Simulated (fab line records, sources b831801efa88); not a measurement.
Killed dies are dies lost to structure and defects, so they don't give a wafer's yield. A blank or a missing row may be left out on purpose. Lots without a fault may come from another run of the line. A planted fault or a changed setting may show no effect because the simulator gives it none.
fab line records | flow sky130
record lots=6 wafers=18 last_day=48
route steps=708 shown VIA2@524 METAL3@532 CAPM@537 PAD_OPEN@708
lots that met no fault: from a run of the same line without faults
start_h: hours from the record's first day to the start of the lot's first wafer shown | wait_h: hours since the lot's step before | " the same as in the row above | L1.1+2: a row that stands for several wafers | - no value, or no start given | * or withheld: withheld | < > ~ a bound
route shown NAME@n: a module of which the file shows steps, and the number in the route of the first | usual: mean/standard deviation of fault-free wafers | same: alike in all rows | chamber/n: place in a boat | sites: the reading at each site | _std_site: their standard deviation | _edge_site: outer sites' mean less inner sites' | radius_mm: how far each site lies from the wafer's centre | mask NAME#n: copy n | behind: the tool/chamber that last shaped the wafer | hold: why the lot was held/for how many hours/how that ended | device: the transistor (n, p or np) that didn't switch | end of line: the same wafers' tests at the end of the route | a step without rows: its recipe alone | killed: dies lost to structure and defects at the first sort, not the wafer's yield | map: a wafer's dies, x killed, . not, _ none there
set.NAME: the setting as run; set.NAME@STEP: as run at that earlier step | model.NAME: the simulator's own value behind a step, which no gauge read
lots at some steps of the route; a table a step, a row a wafer
services: from which hour (start_h, from the record's first day; less than 0 if before it) a tool's chamber was out of use, for how many hours, and why
## steps
# step SKY_VIA2_STRIP_17
# recipe chemistry=post_etch_residue_remover time_s=1200 temp_c=72.5
# step SKY_VIA2_CLEAN_18
# recipe chemistry=IPA time_s=180 temp_c=25
# step SKY_VIA2_CLEAN_19
# recipe chemistry=O3/DIW dry=n2_spin
# step SKY_VIA2_SPUTTER_20
# recipe material=TiN target_thk_nm=20 chamber_pressure_pa=5 power_w=4000 time_s=80
# usual chamber_pressure_pa=4.999/0.0099 throttle_valve_pct=29.9/0.73
# columns lot.wafer tool chamber start_h wait_h chamber_pressure_pa throttle_valve_pct
L924.1 pvd_sputter-04 - 851.54 0.0 5.014 30.7
L924.4 " - " " 5.016 30.6
L924.5 " - " " 5.018 29.9
L927.1 pvd_sputter-03 - 880.91 0.0 5.000 29.3
L927.4 " - " " 4.992 30.5
L927.5 " - " " 5.006 29.6
L929.1 pvd_sputter-03 - 899.65 0.0 4.999 30.6
L929.3 " - " " 5.014 29.0
L929.4 " - " " 4.989 29.6
L930.1 pvd_sputter-03 - 906.21 0.0 4.995 29.4
L930.3 " - " " 5.015 29.6
L930.5 " - " " 4.987 29.6
L934.1 pvd_sputter-02 - 930.23 0.0 4.987 30.4
L934.2 " - " " 4.991 29.8
L934.3 " - " " 5.001 31.1
L936.1 pvd_sputter-02 - 943.18 0.0 5.008 30.7
L936.2 " - " " 5.011 29.7
L936.4 " - " " 4.985 29.9
# step SKY_VIA2_CVD_21
# recipe material=W target_thk_nm=420 time_s=126.4 temp_c=400 pressure_torr=40
# usual chamber_pressure_Torr=40.00/0.095 heater_power_w=860/57
# columns lot.wafer tool chamber start_h wait_h chamber_pressure_Torr heater_power_w
L924.1 cvd_w-02 1 851.61 0.0 39.95 955
L924.4 " 0 " " 39.89 834
L924.5 " 0 " " 40.06 838
L927.1 cvd_w-01 1 880.97 0.0 39.93 854
L927.4 " 1 " " 40.06 813
L927.5 " 0 " " 39.91 882
L929.1 cvd_w-01 0 899.71 0.0 40.07 870
L929.3 " 1 " " 39.91 807
L929.4 " 0 " " 39.94 852
L930.1 cvd_w-02 0 906.27 0.0 39.92 846
L930.3 " 0 " " 39.87 849
L930.5 " 0 " " 40.07 827
L934.1 cvd_w-02 1 930.29 0.0 40.00 953
L934.2 " 0 " " 40.14 859
L934.3 " 0 " " 40.13 826
L936.1 cvd_w-01 0 943.24 0.0 40.05 831
L936.2 " 1 " " 39.98 775
L936.4 " 1 " " 40.03 757
# step SKY_VIA2_RS_MEAS_22
# recipe thk_meas_gauge=four-point-probe reads=W_of_VIA2_CVD_21+TiN_of_VIA2_SPUTTER_20
# usual VIA2_W_RS=0.273/0.0035
# columns lot.wafer tool chamber start_h wait_h VIA2_W_RS[ohm/sq]
L924.1 film_metro-01 - 851.74 0.1 0.275
L924.4 " - " " 0.268
L924.5 " - " " 0.268
L927.1 film_metro-04 - 881.10 0.1 0.277
L927.4 " - " " 0.275
L927.5 " - " " 0.276
L929.1 film_metro-01 - 899.84 0.1 0.277
L929.3 " - " " 0.273
L929.4 " - " " 0.278
L930.1 film_metro-04 - 906.53 0.2 0.270
L930.3 " - " " 0.271
L930.5 " - " " 0.269
L934.1 film_metro-04 - 930.42 0.1 0.277
L934.2 " - " " 0.272
L934.3 " - " " 0.270
L936.1 film_metro-04 - 943.37 0.1 0.275
L936.2 " - " " 0.274
L936.4 " - " " 0.274
# step SKY_VIA2_THK_MEAS_23
# recipe thk_meas_gauge=xrf reads=W_of_VIA2_CVD_21
# usual VIA2_W_THK=422/5.7
# columns lot.wafer tool chamber start_h wait_h VIA2_W_THK[nm]
L924.1 film_metro-01 - 851.86 0.1 418
L924.4 " - " " 429
L924.5 " - " " 430
L927.1 film_metro-04 - 881.22 0.1 413
L927.4 " - " " 418
L927.5 " - " " 419
L929.1 film_metro-01 - 899.96 0.1 418
L929.3 " - " " 426
L929.4 " - " " 419
L930.1 film_metro-04 - 906.65 0.1 427
L930.3 " - " " 423
L930.5 " - " " 426
L934.1 film_metro-04 - 930.54 0.1 417
L934.2 " - " " 421
L934.3 " - " " 431
L936.1 film_metro-04 - 943.49 0.1 418
L936.2 " - " " 416
L936.4 " - " " 420
# step SKY_VIA2_CMP_24
# recipe stop_on=SiO2 t_overpolish_s=20 down_force_psi=3.5 platen_rpm=60 target_thk_nm=0 pad_velocity_m_s=0.94248
# step SKY_METAL3_SPUTTER_00
# recipe material=Ti target_thk_nm=15 power_w=3000 time_s=10 chamber_pressure_pa=0.4
# step SKY_METAL3_SPUTTER_01
# recipe material=TiN target_thk_nm=20 power_w=6500 time_s=16.7 chamber_pressure_pa=0.4
# usual chamber_pressure_pa=0.3999/0.00081 throttle_valve_pct=30.4/0.86
# columns lot.wafer tool chamber start_h wait_h chamber_pressure_pa throttle_valve_pct
L924.1 pvd_sputter-02 - 852.24 0.0 0.4012 29.8
L924.4 " - " " 0.4004 30.8
L924.5 " - " " 0.3996 29.6
L927.1 pvd_sputter-02 - 881.61 0.0 0.3993 31.1
L927.4 " - " " 0.3995 30.0
L927.5 " - " " 0.4002 29.6
L929.1 pvd_sputter-02 - 900.35 0.0 0.3995 30.4
L929.3 " - " " 0.3994 31.0
L929.4 " - " " 0.4006 29.7
L930.1 pvd_sputter-02 - 907.03 0.0 0.4001 29.6
L930.3 " - " " 0.3993 30.3
L930.5 " - " " 0.3996 30.3
L934.1 pvd_sputter-04 - 930.92 0.0 0.4012 28.6
L934.2 " - " " 0.3993 30.7
L934.3 " - " " 0.4015 30.8
L936.1 pvd_sputter-04 - 943.87 0.0 0.3998 29.9
L936.2 " - " " 0.4007 30.9
L936.4 " - " " 0.3987 28.8
# step SKY_METAL3_SPUTTER_02
# recipe material=AlCu target_thk_nm=735 power_w=10600 time_s=39.1 chamber_pressure_pa=0.4
# step SKY_METAL3_SPUTTER_03
# recipe material=Ti target_thk_nm=5 power_w=3000 time_s=3.3 chamber_pressure_pa=0.4
# usual chamber_pressure_pa=0.4000/0.0008 throttle_valve_pct=30.5/0.85
# columns lot.wafer tool chamber start_h wait_h chamber_pressure_pa throttle_valve_pct
L924.1 pvd_sputter-02 - 852.30 0.0 0.3994 29.4
L924.4 " - " " 0.4000 31.0
L924.5 " - " " 0.4002 29.5
L927.1 pvd_sputter-02 - 881.67 0.0 0.4006 30.9
L927.4 " - " " 0.4001 30.1
L927.5 " - " " 0.4000 29.6
L929.1 pvd_sputter-02 - 900.41 0.0 0.4007 30.5
L929.3 " - " " 0.3999 30.9
L929.4 " - " " 0.3997 29.5
L930.1 pvd_sputter-02 - 907.09 0.0 0.4015 29.3
L930.3 " - " " 0.4003 30.3
L930.5 " - " " 0.4009 30.4
L934.1 pvd_sputter-04 - 930.99 0.0 0.3998 29.1
L934.2 " - " " 0.4006 30.7
L934.3 " - " " 0.3998 30.9
L936.1 pvd_sputter-04 - 943.93 0.0 0.4011 30.0
L936.2 " - " " 0.4004 31.0
L936.4 " - " " 0.3993 28.9
# step SKY_METAL3_SPUTTER_04
# recipe material=TiN target_thk_nm=70 power_w=6284 time_s=58.3 chamber_pressure_pa=0.4
# usual chamber_pressure_pa=0.4002/0.00084 throttle_valve_pct=30.4/0.82
# columns lot.wafer tool chamber start_h wait_h chamber_pressure_pa throttle_valve_pct model.TiN_of_METAL3_SPUTTER_04.thk_nm
L924.1 pvd_sputter-02 - 852.32 0.0 0.4015 29.6 68.22
L924.4 " - " " 0.3999 30.7 68.78
L924.5 " - " " 0.4003 29.6 67.96
L927.1 pvd_sputter-02 - 881.69 0.0 0.4012 31.0 68.61
L927.4 " - " " 0.4004 29.7 66.82
L927.5 " - " " 0.3999 29.5 67.57
L929.1 pvd_sputter-02 - 900.43 0.0 0.4472 28.7 67.66
L929.3 " - " " 0.4468 29.1 67.46
L929.4 " - " " 0.4480 27.8 67.21
L930.1 pvd_sputter-02 - 907.11 0.0 0.4469 27.6 66.44
L930.3 " - " " 0.4463 28.8 66.95
L930.5 " - " " 0.4468 28.6 67.1
L934.1 pvd_sputter-04 - 931.01 0.0 0.4010 29.1 68.7
L934.2 " - " " 0.4003 30.6 68.51
L934.3 " - " " 0.4026 30.6 68.93
L936.1 pvd_sputter-04 - 943.95 0.0 0.4006 30.3 67.65
L936.2 " - " " 0.4006 30.9 67.57
L936.4 " - " " 0.3997 29.1 67.66
# step SKY_CAPM_CVD_00
# recipe material=SiO2 target_thk_nm=15.5 temp_c=400 time_s=withheld rf_w=450
# usual heater_power_w=718/88
# columns lot.wafer tool chamber start_h wait_h heater_power_w
L924.1 pecvd-04 1 852.37 0.0 694
L924.4 " 0 " " 951
L924.5 " 2 " " 654
L927.1 pecvd-01 2 881.74 0.0 633
L927.4 " 0 " " 559
L927.5 " 2 " " 631
L929.1 pecvd-01 0 900.48 0.0 689
L929.3 " 1 " " 739
L929.4 " 2 " " 589
L930.1 pecvd-03 0 907.16 0.0 799
L930.3 " 1 " " 771
L930.5 " 0 " " 812
L934.1 pecvd-03 2 931.05 0.0 684
L934.2 " 1 " " 753
L934.3 " 1 " " 720
L936.1 pecvd-01 2 944.00 0.0 667
L936.2 " 1 " " 694
L936.4 " 1 " " 694
# step SKY_PAD_OPEN_PROBE_99
# usual defect_limited_yield=82.4/1.8 killed_at_M0_to_M3=43/6.8 killed_at_M4_up=3.1/1.6 killed_at_contacts=24/5.4 killed_at_front_end=16/4.4 killed_at_other=0.2/0.48 killed_dies=87/8.8 killed_open=48/6.4 killed_short=39/6.2 sort_bin_3_pad_short=0.9/0.43 sort_bin_5_function=10.5/1.4 sort_bin_6_memory=6.2/1.1 sort_n_pass=405/8.8 sort_yield_pct=82.4/1.8
# same gross_dies=492 killed_at_back_side=0 sort_bin_4_leakage[%]=0 sort_bin_8_speed[%]=0
# columns lot.wafer tool chamber start_h wait_h defect_limited_yield[%] killed_at_M0_to_M3 killed_at_M4_up killed_at_contacts killed_at_front_end killed_at_other killed_dies killed_open killed_short sort_bin_3_pad_short[%] sort_bin_5_function[%] sort_bin_6_memory[%] sort_n_pass sort_yield_pct[%]
L924.1 prober-01 - 1078.46 0.1 81.5 40 2 29 20 0 91 46 45 0.8 10.8 6.9 401 81.5
L924.4 prober-01 - 1078.61 0.2 79.9 49 4 25 21 0 99 47 52 1.4 11.8 6.9 393 79.9
L924.5 prober-01 - 1078.66 0.2 83.5 39 5 20 17 0 81 33 48 1.4 9.1 5.9 411 83.5
L927.1 prober-02 - 1101.12 0.1 83.3 43 4 23 12 0 82 42 40 0.8 9.6 6.3 410 83.3
L927.4 prober-02 - 1101.27 0.2 80.9 46 4 31 12 1 94 52 42 1.0 12.0 6.1 398 80.9
L927.5 prober-02 - 1101.32 0.2 83.7 43 2 18 16 1 80 40 40 0.2 10.2 5.9 412 83.7
L929.1 prober-01 - 1116.41 0.1 81.7 47 6 26 11 0 90 48 42 1.0 11.6 5.7 402 81.7
L929.3 prober-01 - 1116.51 0.2 82.7 52 4 20 9 0 85 56 29 1.4 8.5 7.3 407 82.7
L929.4 prober-01 - 1116.56 0.2 83.3 44 1 24 12 1 82 49 33 0.4 10.2 6.1 410 83.3
L930.1 prober-01 - 1122.81 0.1 84.6 35 1 25 14 1 76 42 34 0.6 8.9 5.9 416 84.6
L930.3 prober-01 - 1122.91 0.2 81.9 41 4 23 21 0 89 45 44 1.0 9.1 7.9 403 81.9
L930.5 prober-01 - 1123.01 0.2 81.5 55 1 20 15 0 91 45 46 1.2 11.8 5.5 401 81.5
L934.1 prober-01 - 1141.58 0.1 83.9 43 0 21 15 0 79 45 34 1.2 9.3 5.5 413 83.9
L934.2 prober-01 - 1141.63 0.1 81.9 38 1 29 21 0 89 45 44 1.0 10.4 6.7 403 81.9
L934.3 prober-01 - 1141.68 0.2 79.5 47 1 33 20 0 101 58 43 1.4 10.8 8.3 391 79.5
L936.1 prober-01 - 1149.05 0.1 83.1 38 2 26 17 0 83 43 40 0.8 10.2 5.9 409 83.1
L936.2 prober-01 - 1149.10 0.1 80.7 46 4 37 7 1 95 50 45 0.4 12.2 6.7 397 80.7
L936.4 prober-01 - 1149.20 0.2 80.3 52 5 24 16 0 97 49 48 1.2 12.6 5.9 395 80.3
# killed by level:class
L924.1 METAL2:geometric_particle:short=8 POLY_GATE:geometric_particle:open=7 CONTACT:geometric_particle:short=7 LI_CONTACT:geometric_particle:open=6 LOCAL_INTERCONNECT:geometric_particle:short=6 CONTACT:geometric_particle:open=6 VIA3:geometric_particle:open=6 FIELD_ISO:geometric_particle:open=4
L924.4 FIELD_ISO:geometric_particle:open=10 VIA3:geometric_particle:open=7 CONTACT:geometric_particle:open=7 CONTACT:geometric_particle:short=7 METAL1:geometric_particle:short=6 VIA1:geometric_particle:short=6 METAL2:geometric_particle:short=6 VIA2:geometric_particle:open=6
L924.5 METAL2:geometric_particle:short=11 FIELD_ISO:geometric_particle:short=8 CONTACT:geometric_particle:open=7 VIA1:geometric_particle:short=7 VIA2:geometric_particle:open=6 CONTACT:geometric_particle:short=5 VIA1:geometric_particle:open=5 VIA3:geometric_particle:open=5
L927.1 METAL1:geometric_particle:short=10 CONTACT:geometric_particle:short=7 CONTACT:geometric_particle:open=7 VIA2:geometric_particle:open=7 LI_CONTACT:geometric_particle:open=6 VIA1:geometric_particle:open=6 VIA3:geometric_particle:open=6 POLY_GATE:geometric_particle:open=4
L927.4 CONTACT:geometric_particle:open=16 METAL1:geometric_particle:short=8 LI_CONTACT:geometric_particle:open=7 VIA3:geometric_particle:open=7 VIA1:geometric_particle:open=6 METAL3:geometric_particle:short=6 VIA1:geometric_particle:short=5 FIELD_ISO:geometric_particle:open=4
L927.5 METAL1:geometric_particle:short=10 LI_CONTACT:geometric_particle:open=9 VIA1:geometric_particle:open=7 VIA1:geometric_particle:short=6 FIELD_ISO:geometric_particle:open=5 CONTACT:geometric_particle:open=5 POLY_GATE:geometric_particle:short=4 METAL3:geometric_particle:short=4
L929.1 VIA1:geometric_particle:open=12 CONTACT:geometric_particle:open=10 LI_CONTACT:geometric_particle:open=7 POLY_GATE:geometric_particle:short=6 VIA2:geometric_particle:open=6 METAL4:geometric_particle:short=5 VIA2:geometric_particle:short=4 LI_CONTACT:geometric_particle:short=4
L929.3 VIA1:geometric_particle:open=20 CONTACT:geometric_particle:open=7 VIA3:geometric_particle:open=6 LI_CONTACT:geometric_particle:open=6 METAL1:geometric_particle:short=5 VIA2:geometric_particle:open=4 METAL4:geometric_particle:short=4 FIELD_ISO:geometric_particle:open=3
L929.4 VIA1:geometric_particle:open=12 LI_CONTACT:geometric_particle:open=8 METAL2:geometric_particle:short=7 CONTACT:geometric_particle:open=7 POLY_GATE:geometric_particle:open=5 VIA1:geometric_particle:short=5 VIA2:geometric_particle:open=5 VIA3:geometric_particle:open=5
L930.1 VIA1:geometric_particle:open=13 CONTACT:geometric_particle:open=8 LI_CONTACT:geometric_particle:open=7 CONTACT:geometric_particle:short=7 METAL2:geometric_particle:short=6 FIELD_ISO:geometric_particle:open=4 VIA3:geometric_particle:open=4 FIELD_ISO:geometric_particle:short=3
L930.3 VIA1:geometric_particle:open=12 CONTACT:geometric_particle:open=9 FIELD_ISO:geometric_particle:open=7 CONTACT:geometric_particle:short=6 METAL2:geometric_particle:short=6 VIA3:geometric_particle:open=6 LOCAL_INTERCONNECT:geometric_particle:short=4 FIELD_ISO:geometric_particle:short=4
L930.5 VIA1:geometric_particle:open=13 CONTACT:geometric_particle:open=11 FIELD_ISO:geometric_particle:short=7 VIA2:geometric_particle:open=7 METAL2:geometric_particle:short=6 METAL1:geometric_particle:short=6 VIA1:geometric_particle:short=5 VIA3:geometric_particle:short=5
L934.1 VIA1:geometric_particle:open=9 CONTACT:geometric_particle:open=7 VIA2:geometric_particle:open=6 METAL2:geometric_particle:short=6 VIA3:geometric_particle:open=6 VIA1:geometric_particle:short=5 LI_CONTACT:geometric_particle:open=4 CONTACT:geometric_particle:short=4
L934.2 CONTACT:geometric_particle:open=10 VIA1:geometric_particle:short=9 LI_CONTACT:geometric_particle:open=7 CONTACT:geometric_particle:short=7 FIELD_ISO:geometric_particle:open=6 VIA2:geometric_particle:open=6 POLY_GATE:geometric_particle:open=5 VIA1:geometric_particle:open=5
L934.3 CONTACT:geometric_particle:open=13 VIA1:geometric_particle:open=11 LI_CONTACT:geometric_particle:open=7 VIA3:geometric_particle:open=7 LOCAL_INTERCONNECT:geometric_particle:short=6 VIA1:geometric_particle:short=6 FIELD_ISO:geometric_particle:short=5 FIELD_ISO:geometric_particle:open=5
L936.1 LI_CONTACT:geometric_particle:open=12 METAL1:geometric_particle:short=7 CONTACT:geometric_particle:open=7 VIA1:geometric_particle:open=7 CONTACT:geometric_particle:short=5 VIA3:geometric_particle:short=5 FIELD_ISO:geometric_particle:short=4 POLY_GATE:geometric_particle:short=4
L936.2 VIA1:geometric_particle:open=13 CONTACT:geometric_particle:open=11 LI_CONTACT:geometric_particle:open=8 CONTACT:geometric_particle:short=8 LI_CONTACT:geometric_particle:short=7 METAL2:geometric_particle:short=6 VIA3:geometric_particle:open=6 METAL1:geometric_particle:short=5
L936.4 VIA1:geometric_particle:open=11 CONTACT:geometric_particle:open=9 METAL1:geometric_particle:short=7 VIA2:geometric_particle:short=7 VIA2:geometric_particle:open=7 VIA3:geometric_particle:open=6 FIELD_ISO:geometric_particle:short=5 CONTACT:geometric_particle:short=5
## services
# columns tool chamber start_h hours kind
pecvd-03 - 828.46 2.8 pm
cvd_w-02 - 828.51 0.6 repair
pecvd-03 2 834.92 5.0 repair
pvd_sputter-04 - 836.84 2.4 repair
pvd_sputter-04 0 849.59 - consumable_replace:kit
pvd_sputter-04 0 849.59 18.0 scheduled_down
pvd_sputter-04 0 849.59 18.0 vent_cycle
cvd_w-01 - 849.90 6.0 pm
pecvd-01 - 850.80 0.7 repair
cvd_w-02 1 866.69 14.3 repair
pecvd-03 - 871.37 2.7 repair
pvd_sputter-02 0 879.54 - consumable_replace:kit
pvd_sputter-02 0 879.54 18.0 scheduled_down
pvd_sputter-02 0 879.54 18.0 vent_cycle
cvd_w-02 0 892.23 10.6 repair
cvd_w-02 1 894.14 20.5 repair
cvd_w-01 - 904.00 14.0 pm
pvd_sputter-03 - 907.00 6.3 repair
pecvd-01 - 910.16 14.6 pm
pvd_sputter-03 - 912.09 11.4 repair
cvd_w-02 1 919.29 6.9 repair
pvd_sputter-04 - 921.38 9.3 repair
pvd_sputter-03 - 928.44 5.1 repair
pecvd-04 2 933.83 4.7 repair
## key
first_sign step=SKY_METAL3_SPUTTER_04 reading=chamber_pressure_pa direction=up sigmas=55 usual=0.4002 struck=0.4470
effect step=SKY_METAL3_SPUTTER_04 reading=throttle_valve_pct direction=down sigmas=2.5 usual=30.4 struck=28.4 wafers_moved=4
model_effect step=SKY_METAL3_SPUTTER_04 value=TiN_of_METAL3_SPUTTER_04.thk_nm without=68.3 struck=67.14
met_at SKY_METAL3_SPUTTER_04
struck_wafers L929.1,L929.3,L929.4,L930.1,L930.3,L930.5
onset_between 881.69 900.43
fault kind=process_parameter_drift tool=pvd_sputter-02 chamber=- onset_h=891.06 steps=SKY_METAL3_SPUTTER_04 channel=chamber_pressure_pa offset=0.047029 shape=step end_h=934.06 acts_in=these_recipes_only stated=0.4
